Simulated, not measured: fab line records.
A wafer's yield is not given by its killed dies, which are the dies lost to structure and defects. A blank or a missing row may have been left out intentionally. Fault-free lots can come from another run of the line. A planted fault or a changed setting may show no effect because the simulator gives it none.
Which tool is to blame? / flow sky130 / 6 lots, 18 wafers sampled, at 1 step of a route of 708

## WHAT THE GAUGES SHOWED, per wafer
SKY_LOCAL_INTERCONNECT_CD_MEAS_11: the cd target is 170 nm.
lot=L294; measured=day 31 15:23; on=cd-sem-02; cd-nm (nm)=170.6 168.8 170.1
lot=L301; measured=day 33 16:55; on=cd-sem-01; cd-nm (nm)=170.3 170.5 170.2
lot=L308; measured=day 36 03:32; on=cd-sem-01; cd-nm (nm)=168.5 168.6 168.3
lot=L311; measured=day 37 18:37; on=cd-sem-01; cd-nm (nm)=169.7 171.8 169.1
lot=L313; measured=day 37 23:14; on=cd-sem-02; cd-nm (nm)=169.3 169.8 168.4
lot=L315; measured=day 38 04:18; on=cd-sem-01; cd-nm (nm)=171.6 171.1 170.8

## WHICH TOOL RAN EACH LOT (tool, then ch and the chambers of the sampled wafers, then the start)
The record shows no process step preceding these readings.

## THE ANSWER, worked out from the rows above alone
Rule: the usual values come from the lots themselves. Put in order of their means at a reading, lots are off if they are a third of the lots or fewer, leave a main group of 4 or more, and stand apart from it by a gap of 3 or more times the standard deviation of the main group's means; of several such gaps the widest counts. The tables above print the reading to a certain number of digits; a main group whose means all agree to those digits is not used. Also off: a lot with no number at a reading for which 4 or more lots have one. The other lots that the step has rows for count as sound.
No lot is off on any of the readings shown, so nothing can be concluded from this.

## WHAT THE SIMULATOR HAD INSERTED
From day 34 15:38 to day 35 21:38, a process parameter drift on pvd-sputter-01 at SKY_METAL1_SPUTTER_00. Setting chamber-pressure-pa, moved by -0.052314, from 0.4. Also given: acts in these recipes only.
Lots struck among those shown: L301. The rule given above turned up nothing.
